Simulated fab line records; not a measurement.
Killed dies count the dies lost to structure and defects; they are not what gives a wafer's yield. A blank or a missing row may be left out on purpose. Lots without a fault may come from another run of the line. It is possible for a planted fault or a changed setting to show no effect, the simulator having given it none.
fab line records	flow sky130
[record] lots = 14	wafers = 42	last_day = 50
route steps=708 shown METAL3@534 CAPM@538
lots untouched by any fault: they come from a run of this same line in which no faults occurred
start_h: hours from the record's first day to the start of the lot's first wafer shown	wait_h: hours from the lot's prior step to this one	" identical to the entry in the row above	L1.1+2: one row covering several wafers at once	- no value present, or no start provided	* or withheld: withheld	< > ~ a bound
route shown NAME@n: NAME is a module with steps in the file, n the number in the route of the first one	usual: mean/standard deviation taken from wafers without a fault	same: alike in all rows	chamber/n: place in a boat	sites: each site's reading	_std_site: how widely they spread, as a standard deviation	_edge_site: inner sites' mean taken away from outer sites' mean	radius_mm: for every site, how far away it sits from the centre of the wafer	mask NAME#n: copy n	behind: tool/chamber where the wafer was last shaped	hold: why the lot was held/for how many hours/how that ended	device: the n, p or np transistor that did not switch	end of line: tests of these same wafers at the route's end	a step without rows: its recipe alone	killed: at the first sort, the dies lost to defects and structure; wafer yield is something else	map: the dies of a wafer, with x for killed, . for not killed, _ for no die there
set.NAME: the run value of the setting; set.NAME@STEP: its run value at that earlier step	model.NAME: the simulator's own value behind a step, which no gauge read
route steps across a sampled set of lots; one table per step, one row per wafer
services: from which hour (start_h, from the record's first day; less than 0 if before it) a tool's chamber was out of use, for how many hours, and why
[[steps]]
[step SKY_METAL3_SPUTTER_02]
[recipe] material = AlCu	target_thk_nm = 735	power_w = 10600	time_s = 39.1	chamber_pressure_pa = 0.4
[usual] throttle_valve_pct = 29.9/1.2
lot.wafer	tool	chamber	start_h	wait_h	throttle_valve_pct
L763.1	pvd_sputter-04	-	832.40	0.0	30.7
L763.3	"	-	"	"	31.1
L763.5	"	-	"	"	28.6
L764.2	pvd_sputter-03	-	839.31	0.0	28.0
L764.5	"	-	"	"	32.5
L764.6	"	-	"	"	28.0
L765.1	pvd_sputter-03	-	856.40	0.0	29.9
L765.4	"	-	"	"	32.2
L765.5	"	-	"	"	28.4
L767.1	pvd_sputter-01	-	879.33	0.0	30.2
L767.5	"	-	"	"	30.3
L767.6	"	-	"	"	30.2
L768.1	pvd_sputter-03	-	879.59	0.0	28.2
L768.3	"	-	"	"	30.1
L768.4	"	-	"	"	28.3
L769.1	pvd_sputter-03	-	895.42	0.0	32.0
L769.2	"	-	"	"	30.0
L769.3	"	-	"	"	28.2
L770.1	pvd_sputter-04	-	901.40	0.0	30.7
L770.2	"	-	"	"	29.3
L770.5	"	-	"	"	31.2
L771.1	pvd_sputter-04	-	906.28	0.0	28.3
L771.2	"	-	"	"	30.8
L771.4	"	-	"	"	30.7
L774.2	pvd_sputter-04	-	928.32	0.0	28.6
L774.5	"	-	"	"	30.7
L774.6	"	-	"	"	28.4
L776.1	pvd_sputter-01	-	941.15	0.0	30.2
L776.3	"	-	"	"	30.0
L776.6	"	-	"	"	29.9
L777.2	pvd_sputter-04	-	942.67	0.0	29.2
L777.3	"	-	"	"	30.9
L777.4	"	-	"	"	30.5
L784.1	pvd_sputter-04	-	1012.90	0.0	30.8
L784.3	"	-	"	"	28.2
L784.5	"	-	"	"	29.3
L785.2	pvd_sputter-01	-	1015.31	0.0	31.3
L785.3	"	-	"	"	30.1
L785.6	"	-	"	"	30.5
L786.4	pvd_sputter-04	-	1018.58	0.0	28.5
L786.5	"	-	"	"	29.3
L786.6	"	-	"	"	31.0
[step SKY_METAL3_SPUTTER_03]
[recipe] material = Ti	target_thk_nm = 5	power_w = 3000	time_s = 3.3	chamber_pressure_pa = 0.4
[usual] throttle_valve_pct = 29.9/1.2
lot.wafer	tool	chamber	start_h	wait_h	throttle_valve_pct
L763.1	pvd_sputter-04	-	832.43	0.0	30.6
L763.3	"	-	"	"	30.8
L763.5	"	-	"	"	28.4
L764.2	pvd_sputter-03	-	839.35	0.0	28.2
L764.5	"	-	"	"	31.8
L764.6	"	-	"	"	28.1
L765.1	pvd_sputter-03	-	856.44	0.0	29.8
L765.4	"	-	"	"	32.0
L765.5	"	-	"	"	27.9
L767.1	pvd_sputter-01	-	879.37	0.0	29.9
L767.5	"	-	"	"	30.4
L767.6	"	-	"	"	30.1
L768.1	pvd_sputter-03	-	879.63	0.0	28.1
L768.3	"	-	"	"	29.8
L768.4	"	-	"	"	28.2
L769.1	pvd_sputter-03	-	895.46	0.0	32.2
L769.2	"	-	"	"	29.8
L769.3	"	-	"	"	28.3
L770.1	pvd_sputter-04	-	901.43	0.0	30.6
L770.2	"	-	"	"	29.3
L770.5	"	-	"	"	30.5
L771.1	pvd_sputter-04	-	906.32	0.0	28.5
L771.2	"	-	"	"	31.2
L771.4	"	-	"	"	30.7
L774.2	pvd_sputter-04	-	928.36	0.0	28.4
L774.5	"	-	"	"	30.6
L774.6	"	-	"	"	28.5
L776.1	pvd_sputter-01	-	941.19	0.0	30.0
L776.3	"	-	"	"	29.9
L776.6	"	-	"	"	30.1
L777.2	pvd_sputter-04	-	942.71	0.0	29.6
L777.3	"	-	"	"	30.6
L777.4	"	-	"	"	30.8
L784.1	pvd_sputter-04	-	1012.94	0.0	30.8
L784.3	"	-	"	"	28.4
L784.5	"	-	"	"	29.6
L785.2	pvd_sputter-01	-	1015.35	0.0	31.3
L785.3	"	-	"	"	30.0
L785.6	"	-	"	"	30.2
L786.4	pvd_sputter-04	-	1018.62	0.0	28.5
L786.5	"	-	"	"	29.7
L786.6	"	-	"	"	30.6
[step SKY_CAPM_THK_MEAS_01]
[recipe] reads = SiO2_of_CAPM_CVD_00
[usual] CAPM_CVD_00_THK = 15.59/0.23
lot.wafer	tool	chamber	start_h	wait_h	CAPM_CVD_00_THK[nm]
L763.1	film_metro-04	-	832.52	-	15.41
L763.3	"	-	"	"	15.42
L763.5	"	-	"	"	16.03
L764.2	film_metro-04	-	839.45	-	15.32
L764.5	"	-	"	"	15.51
L764.6	"	-	"	"	15.44
L765.1	film_metro-04	-	856.53	-	15.45
L765.4	"	-	"	"	15.56
L765.5	"	-	"	"	15.70
L767.1	film_metro-04	-	879.47	-	15.12
L767.5	"	-	"	"	15.57
L767.6	"	-	"	"	15.59
L768.1	film_metro-03	-	879.72	-	15.54
L768.3	"	-	"	"	15.64
L768.4	"	-	"	"	15.50
L769.1	film_metro-03	-	895.55	-	15.55
L769.2	"	-	"	"	15.78
L769.3	"	-	"	"	15.60
L770.1	film_metro-01	-	901.55	-	15.76
L770.2	"	-	"	"	15.60
L770.5	"	-	"	"	15.76
L771.1	film_metro-03	-	906.41	-	15.40
L771.2	"	-	"	"	15.17
L771.4	"	-	"	"	15.60
L774.2	film_metro-01	-	928.46	-	15.87
L774.5	"	-	"	"	16.24
L774.6	"	-	"	"	16.15
L776.1	film_metro-03	-	941.28	-	15.35
L776.3	"	-	"	"	15.20
L776.6	"	-	"	"	15.88
L777.2	film_metro-03	-	942.81	-	15.45
L777.3	"	-	"	"	15.58
L777.4	"	-	"	"	15.96
L784.1	film_metro-04	-	1013.03	-	15.30
L784.3	"	-	"	"	15.47
L784.5	"	-	"	"	15.75
L785.2	film_metro-04	-	1015.45	-	15.33
L785.3	"	-	"	"	15.35
L785.6	"	-	"	"	15.64
L786.4	film_metro-04	-	1018.74	-	15.53
L786.5	"	-	"	"	15.75
L786.6	"	-	"	"	15.68
[step SKY_METAL3_METAL_ETCH_18]
[recipe] target_depth_a = 8450	stop_on = SiO2	over_etch_frac = 0.3	time_s = 183.1	chemistry = Cl2/BCl3	resist_sidewall_deg = 88	pressure_mtorr = 10	icp_w = 900	bias_w = 48.5	Cl2_flow_sccm = 60	bcl3_flow_sccm = 30
[usual] bcl3_flow_sccm = 30.01/0.095	bias_w = 48.52/0.15	drypump_motor_current_A = 5.5/0.63	he_backside_leak_sccm = 3.3/0.37	oes_product_au = 0.866/0.006	throttle_valve_pct = 22.263/0.0087
lot.wafer	tool	chamber	start_h	wait_h	bcl3_flow_sccm	bias_w	drypump_motor_current_A	he_backside_leak_sccm	oes_product_au	rf_hours_counter_h	throttle_valve_pct
L763.1	rie_metal-04	0	885.05	0.0	30.00	48.20	5.8	2.8	0.870	1	22.255
L763.3	"	1	"	"	29.92	48.56	5.2	3.2	0.878	-	22.275
L763.5	"	1	"	"	30.07	48.71	5.1	3.2	0.871	-	22.276
L764.2	rie_metal-01	0	891.85	0.0	29.95	48.37	5.1	3.2	0.869	4	22.263
L764.5	"	0	"	"	29.85	48.52	5.1	3.1	0.871	-	22.274
L764.6	"	1	"	"	30.07	48.51	5.8	3.1	0.871	-	22.258
L765.1	rie_metal-04	1	907.84	0.0	30.15	48.29	5.2	3.5	0.867	2	22.257
L765.4	"	1	"	"	30.17	48.58	5.2	3.5	0.867	-	22.268
L765.5	"	0	"	"	30.03	48.62	5.9	2.9	0.864	-	22.254
L767.1	rie_metal-03	1	930.65	0.0	29.94	48.41	4.7	3.2	0.864	9	22.267
L767.5	"	0	"	"	30.05	48.68	6.4	3.1	0.870	-	22.273
L767.6	"	1	"	"	30.07	48.42	4.7	3.4	0.860	-	22.257
L768.1	rie_metal-03	1	930.94	0.0	30.10	48.57	4.7	3.3	0.865	9	22.266
L768.3	"	0	"	"	29.92	48.84	6.4	3.3	0.861	-	22.273
L768.4	"	1	"	"	30.02	48.60	4.7	3.3	0.863	-	22.259
L769.1	rie_metal-03	0	945.45	0.0	29.80	48.46	6.4	3.3	0.871	6	22.268
L769.2	"	1	"	"	30.06	48.63	4.7	3.2	0.864	10	22.249
L769.3	"	0	"	"	29.96	48.67	6.4	3.2	0.869	-	22.259
L770.1	rie_metal-03	0	950.89	0.0	29.92	48.16	6.4	3.2	0.865	6	22.250
L770.2	"	1	"	"	30.01	48.58	4.7	3.3	0.874	11	22.271
L770.5	"	0	"	"	30.10	48.19	6.4	3.0	0.865	-	22.253
L771.1	rie_metal-03	0	956.89	0.0	29.84	48.55	6.3	3.2	0.863	7	22.251
L771.2	"	1	"	"	30.11	48.79	4.7	3.4	0.864	11	22.263
L771.4	"	0	"	"	29.83	48.58	6.4	3.3	0.866	-	22.267
L774.2	rie_metal-03	0	978.25	0.0	-	-	-	-	-	-	-
L774.5	"	1	"	"	-	-	-	-	-	-	-
L774.6	"	0	"	"	-	-	-	-	-	-	-
L776.1	rie_metal-01	0	989.80	0.0	-	-	-	-	-	-	-
L776.3	"	0	"	"	-	-	-	-	-	-	-
L776.6	"	1	"	"	-	-	-	-	-	-	-
L777.2	rie_metal-01	1	991.44	0.0	30.04	48.58	5.8	3.3	0.864	16	22.247
L777.3	"	0	"	"	29.78	48.49	5.1	3.0	0.870	-	22.265
L777.4	"	1	"	"	29.90	48.72	5.8	3.0	0.874	-	22.267
L784.1	rie_metal-01	1	1058.75	0.0	29.87	48.47	5.8	3.0	0.862	21	22.268
L784.3	"	0	"	"	30.09	48.64	5.1	6.1	0.867	-	22.273
L784.5	"	0	"	"	29.92	48.52	5.2	3.2	0.866	-	22.265
L785.2	rie_metal-03	1	1061.30	0.0	29.99	48.36	4.7	3.2	0.868	18	22.273
L785.3	"	0	"	"	30.06	48.47	6.4	3.4	0.867	-	22.264
L785.6	"	1	"	"	30.00	48.22	4.7	3.3	0.867	-	22.270
L786.4	rie_metal-04	1	1062.80	0.1	30.02	48.40	5.2	3.3	0.869	-	22.273
L786.5	"	1	"	"	30.09	48.37	5.1	3.3	0.862	-	22.266
L786.6	"	0	"	"	29.90	48.55	5.8	3.1	0.865	-	22.258
[step SKY_METAL3_STRIP_19]
[recipe] chemistry = O2/N2	power_w = 1400	pressure_mtorr = 1500	platen_temp_c = withheld	o2_flow_sccm = 3000	n2_flow_sccm = 300	overash_fraction = 0.5
[usual] drypump_motor_current_A = 5.8/0.46	n2_flow_sccm = 299.9/0.93	oes_product_au = 0.501/0.0056	strip_time_to_endpoint_s = 6.50/0.064
[same] overash_fraction = 0.5
lot.wafer	tool	chamber	start_h	wait_h	drypump_motor_current_A	n2_flow_sccm	oes_product_au	rf_hours_counter_h	strip_time_to_endpoint_s
L763.1	plasma_asher-03	1	885.22	0.1	6.1	300.1	0.505	43	6.56
L763.3	"	0	"	"	4.9	298.9	0.502	-	6.54
L763.5	"	1	"	"	6.1	299.3	0.501	-	6.53
L764.2	plasma_asher-03	0	892.02	0.1	5.0	299.8	0.509	43	6.57
L764.5	"	1	"	"	6.1	298.0	0.497	-	6.52
L764.6	"	0	"	"	5.0	299.7	0.493	-	6.44
L765.1	plasma_asher-01	0	908.02	0.1	6.1	299.5	0.500	107	6.57
L765.4	"	1	"	"	5.7	299.8	0.501	-	6.44
L765.5	"	0	"	"	6.1	298.5	0.495	-	6.62
L767.1	plasma_asher-01	0	930.82	0.1	6.1	299.5	0.497	109	6.43
L767.5	"	1	"	"	5.7	299.6	0.494	-	6.49
L767.6	"	0	"	"	6.1	300.5	0.499	-	6.45
L768.1	plasma_asher-04	1	931.12	0.1	5.8	298.5	0.500	82	6.44
L768.3	"	1	"	"	5.8	299.9	0.500	-	6.44
L768.4	"	0	"	"	6.3	300.2	0.498	-	6.41
L769.1	plasma_asher-03	1	945.62	0.1	6.1	300.7	0.500	49	6.39
L769.2	"	0	"	"	4.9	300.6	0.491	49	6.45
L769.3	"	1	"	"	6.1	300.5	0.496	-	6.41
L770.1	plasma_asher-01	1	951.07	0.1	5.7	299.4	0.503	111	6.36
L770.2	"	0	"	"	6.1	300.2	0.501	111	6.43
L770.5	"	1	"	"	5.7	300.9	0.497	-	6.45
L771.1	plasma_asher-03	0	957.07	0.1	5.0	300.4	0.502	50	6.45
L771.2	"	1	"	"	6.1	301.8	0.502	50	6.41
L771.4	"	0	"	"	5.0	300.4	0.487	-	6.33
L774.2	plasma_asher-03	0	978.42	0.1	5.0	297.6	0.708	52	11.90
L774.5	"	1	"	"	6.1	301.6	0.717	-	11.86
L774.6	"	0	"	"	5.0	299.0	0.718	-	11.90
L776.1	plasma_asher-01	1	989.97	0.1	5.7	300.5	0.709	114	11.86
L776.3	"	0	"	"	6.1	297.9	0.710	-	11.87
L776.6	"	1	"	"	5.7	300.2	0.717	-	11.87
L777.2	plasma_asher-04	1	991.62	0.1	5.8	299.4	0.500	88	6.53
L777.3	"	1	"	"	5.8	300.7	0.507	-	6.61
L777.4	"	0	"	"	6.3	299.7	0.508	-	6.53
L784.1	plasma_asher-04	1	1058.92	0.1	5.8	300.8	0.502	95	6.53
L784.3	"	0	"	"	6.3	299.9	0.513	-	6.56
L784.5	"	1	"	"	5.8	300.3	0.501	-	6.60
L785.2	plasma_asher-03	0	1061.47	0.1	5.0	300.1	0.507	61	6.54
L785.3	"	0	"	"	5.0	298.8	0.502	-	6.49
L785.6	"	0	"	"	4.9	299.1	0.503	-	6.49
L786.4	plasma_asher-03	1	1062.96	0.1	6.1	299.3	0.506	-	6.53
L786.5	"	0	"	"	5.0	301.8	0.500	-	6.48
L786.6	"	1	"	"	6.1	300.1	0.492	-	6.47
[[services]]
tool	chamber	start_h	hours	kind
plasma_asher-03	-	814.14	14.6	pm
plasma_asher-01	-	823.15	2.8	pm
rie_metal-01	0	835.39	2.6	repair
rie_metal-03	1	846.14	26.1	repair
rie_metal-03	-	846.47	2.8	pm
plasma_asher-03	-	848.86	0.6	repair
pvd_sputter-01	-	850.27	3.7	repair
rie_metal-04	1	856.74	4.2	repair
pvd_sputter-03	1	866.55	-	consumable_replace:kit
pvd_sputter-03	1	866.55	18.0	scheduled_down
pvd_sputter-03	1	866.55	18.0	vent_cycle
rie_metal-03	0	872.64	5.9	repair
pvd_sputter-04	-	882.14	4.5	repair
pvd_sputter-01	-	903.36	0.8	repair
pvd_sputter-03	-	935.06	1.5	repair
plasma_asher-01	-	944.48	3.9	repair
pvd_sputter-04	1	983.41	-	consumable_replace:kit
pvd_sputter-04	1	983.41	18.0	scheduled_down
pvd_sputter-04	1	983.41	18.0	vent_cycle
pvd_sputter-03	0	989.72	-	consumable_replace:kit
pvd_sputter-03	0	989.72	18.0	scheduled_down
rie_metal-04	-	997.74	2.6	repair
pvd_sputter-04	-	1020.55	11.3	repair
plasma_asher-01	-	1055.25	9.0	pm
[[key]]
[first_sign] step = SKY_METAL3_METAL_ETCH_18	reading = tool_record	direction = missing
[effect] step = SKY_METAL3_STRIP_19	reading = strip_time_to_endpoint_s	direction = up	sigmas = 84	usual = *	struck = *
met_at SKY_METAL3_METAL_ETCH_18
struck_lots L774,L776
later_rows_left_out L774.2,L774.5,L774.6,L776.1,L776.3,L776.6
sort_left_out L774.2,L774.5,L774.6,L776.1,L776.3,L776.6
not_acting_at SKY_METAL3_SPUTTER_02,SKY_METAL3_SPUTTER_03,SKY_CAPM_THK_MEAS_01
onset_between 956.89 978.25
[fault] kind = skipped_step_whole	tool = rie_metal-01,rie_metal-03	chamber = -	onset_h = 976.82	steps = SKY_METAL3_METAL_ETCH_18	scope = struck_lots_only
// sort_left_out: the simulated sort isn't trusted on such a fault, so these wafers' sort isn't shown, and their yield isn't known
// later_rows_left_out: the simulator's readings of these wafers behind a module that went badly wrong aren't trusted and aren't shown, but for the sort
